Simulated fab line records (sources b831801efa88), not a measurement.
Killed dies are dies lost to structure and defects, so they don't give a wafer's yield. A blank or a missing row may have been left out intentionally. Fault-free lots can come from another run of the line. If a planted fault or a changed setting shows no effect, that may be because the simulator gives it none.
Struck lot and sound lot, side by side ; flow sky130 ; 43 steps out of a route of 708
Sound: wafers L118.1, L118.2, L118.5. The struck wafers were L123.1, L123.2, L123.4. The cause comes at the end.
Each step with rows lists, per side, the tool, then ch with its chambers, then its first start. Under that, the readings that differ: sound wafers ; struck wafers ; difference of the means ; sigmas: that difference in standard deviations of wafers without a fault.
alike: readings with means less than 2 such deviations apart, plus words and numbers identical on both sides. not compared: withheld readings, readings lacking a value on some wafer, bounds such as >300 that could conceal the same value, and numbers that have no deviation in the record and whose values overlap.
A row with sigmas, a row that says differs or no value, or rows on one side alone: a step with any of these is where the two part. When numbers do not overlap yet have no deviation, they are printed without sigmas and do not part them. A reading missing from all wafers of one side parts the sides only when that side holds two or more wafers.

first, 7 steps without rows for these wafers: SKY_LOCAL_INTERCONNECT_HMDS_04 (prime time 60 s); SKY_LOCAL_INTERCONNECT_COAT_05 (resist thk 60 nm); SKY_LOCAL_INTERCONNECT_COAT_06 (resist thk 450 nm); SKY_LOCAL_INTERCONNECT_SOFTBAKE_07 (time 90 s); SKY_LOCAL_INTERCONNECT_EXPOSE_08 (exposes mask LI1M, target cd 170 nm); SKY_LOCAL_INTERCONNECT_PEB_09; SKY_LOCAL_INTERCONNECT_DEVELOP_10 (develop time 60 s).
SKY_LOCAL_INTERCONNECT_CD_MEAS_11: the cd target is 170 nm.
  sound on cd_sem-02, day 33 15:41; struck on cd_sem-02, day 34 21:53
  alike: cd_nm
SKY_LOCAL_INTERCONNECT_OVL_MEAS_12:
  sound on overlay-02, day 33 15:49; struck on overlay-02, day 34 22:01
  alike: LOCAL_INTERCONNECT_OVL
SKY_LOCAL_INTERCONNECT_ETCH_13: etches BARC in N2/H2, stops on SiO2, time 45.9 s, target depth 60 nm.
  sound on rie_metal-03 ch 0,1, day 33 15:50; struck on rie_metal-04 ch 0, day 34 22:02
reading;sound;struck;difference;sigmas
drypump_motor_current_A (A);5.85 5.67 5.67;5.29 5.31 5.31;-0.43;-2
he_backside_leak_sccm (sccm);3.33 3.31 3.57;2.95 3.05 2.96;-0.42;-2
  alike: oes_product_au, throttle_valve_pct
  not compared: rf_hours_counter_h
then, 2 steps without rows for these wafers: SKY_LOCAL_INTERCONNECT_METAL_ETCH_14 (etches TiN in Cl2/BCl3, stops on PSG, target depth 110 nm, time 31.4 s); SKY_LOCAL_INTERCONNECT_STRIP_15 (strips in O2/N2).
SKY_LOCAL_INTERCONNECT_STRIP_16: strips in post etch residue remover, time 1200 s.
  sound on wet_bench-03 ch 0, day 33 16:04; struck on wet_bench-02 ch 0, day 34 22:22
then, 3 steps without rows for these wafers: SKY_LOCAL_INTERCONNECT_CLEAN_17 (cleans in IPA, time 180 s); SKY_LOCAL_INTERCONNECT_CLEAN_18 (cleans in O3/DIW); SKY_CONTACT_CVD_00 (deposits Si3N4, target thk 75 nm).
SKY_CONTACT_THK_MEAS_01:
  sound on film_metro-02, day 33 16:39; struck on film_metro-01, day 34 22:56
  alike: CONTACT_CVD_00_THK
then, 1 step without rows for these wafers: SKY_CONTACT_HDPCVD_02 (deposits SiO2, target thk 565 nm, time 94.2 s).
SKY_CONTACT_THK_MEAS_03:
  sound on film_metro-03, day 33 16:46; struck on film_metro-02, day 34 23:04
  alike: CONTACT_HDPCVD_THK
SKY_CONTACT_CMP_04: polishes SiO2.
  sound on cmp-01 ch 0,2, day 33 16:53; struck on cmp-01 ch 0,1,2, day 34 23:07
  alike: motor_current_A, time_to_endpoint_s
SKY_CONTACT_BOW_MEAS_05:
  sound on film_metro-01, day 33 17:08; struck on film_metro-01, day 34 23:25
  alike: CONTACT_BOW
then, 8 steps without rows for these wafers: SKY_CONTACT_DEHYDRATE_06 (time 60 s); SKY_CONTACT_HMDS_07 (prime time 60 s); SKY_CONTACT_COAT_08 (resist thk 60 nm); SKY_CONTACT_COAT_09 (resist thk 450 nm); SKY_CONTACT_SOFTBAKE_10 (time 90 s); SKY_CONTACT_EXPOSE_11 (exposes mask CTM1, target cd 170 nm); SKY_CONTACT_PEB_12; SKY_CONTACT_DEVELOP_13 (develop time 60 s).
SKY_CONTACT_CD_MEAS_14: the cd target is 170 nm.
  sound on cd_sem-02, day 34 19:56; struck on cd_sem-01, day 36 02:10
  alike: cd_nm
SKY_CONTACT_OVL_MEAS_15:
  sound on overlay-01, day 34 20:04; struck on overlay-02, day 36 02:17
  alike: CONTACT_OVL
SKY_CONTACT_ETCH_16: etches BARC in N2/H2, stops on SiO2, time 45.9 s, target depth 60 nm.
  sound on rie_diel-02 ch 0,3, day 34 20:05; struck on rie_diel-02 ch 0,1,2, day 36 02:19
reading;sound;struck;difference;sigmas
oes_product_au (a.u.);0.861 0.864 0.859;0.852 0.849 0.853;-0.010;-2
  alike: drypump_motor_current_A, throttle_valve_pct
  not compared: rf_hours_counter_h
then, 6 steps without rows for these wafers: SKY_CONTACT_ETCH_17 (etches SiO2 in C4F8/O2/Ar, stops on Si3N4, target depth 340 nm); SKY_CONTACT_ETCH_18 (etches Si3N4 in CHF3/O2, stops on TiN, time 39 s, target depth 75 nm); SKY_CONTACT_STRIP_19 (strips in O2/N2); SKY_CONTACT_STRIP_20 (strips in post etch residue remover, time 1200 s); SKY_CONTACT_CLEAN_21 (cleans in IPA, time 180 s); SKY_CONTACT_CLEAN_22 (cleans in O3/DIW).
SKY_CONTACT_SPUTTER_23: material TiN, target thk 20 nm, time 80 s.
  sound on pvd_sputter-04, day 34 20:50; struck on pvd_sputter-03, day 36 03:03
  alike: cathode_dc_power_W, throttle_valve_pct
SKY_CONTACT_CVD_24: deposits W, target thk 340 nm, time 102.12 s.
  sound on cvd_w-01 ch 0,1, day 34 20:53; struck on cvd_w-02 ch 0,1, day 36 03:07
  alike: heater_power_w
SKY_CONTACT_RS_MEAS_25: a four-point-probe measurement.
  sound on film_metro-02, day 34 21:00; struck on film_metro-03, day 36 03:13
reading;sound;struck;difference;sigmas
CONTACT_W_RS (ohm/sq);0.338 0.338 0.341;0.343 0.349 0.348;+0.008;+2
SKY_CONTACT_THK_MEAS_26: measures by xrf.
  sound on film_metro-02, day 34 21:07; struck on film_metro-03, day 36 03:20
  alike: CONTACT_W_THK
-- the record jumps here: 13 days lie between the struck wafers' starts before and after (it left off in module CONTACT and takes up again in module PAD_OPEN, whose first step shown is number 708 of the route) --
SKY_PAD_OPEN_PROBE_99:
  sound on prober-02, day 48 06:37; struck on prober-01, day 49 04:58
reading;sound;struck;difference;sigmas
killed_at_contacts;16 24 30;75 62 72;+46;+9
killed_dies;68 77 91;124 122 139;+50;+5
  alike: killed_at_M0_to_M3, killed_at_M4_up, killed_at_front_end, killed_at_other, killed_open, killed_short

WHERE THEY PART
First at SKY_LOCAL_INTERCONNECT_ETCH_13; last, within this record, at SKY_PAD_OPEN_PROBE_99.

WHY: what had been put in by the simulator
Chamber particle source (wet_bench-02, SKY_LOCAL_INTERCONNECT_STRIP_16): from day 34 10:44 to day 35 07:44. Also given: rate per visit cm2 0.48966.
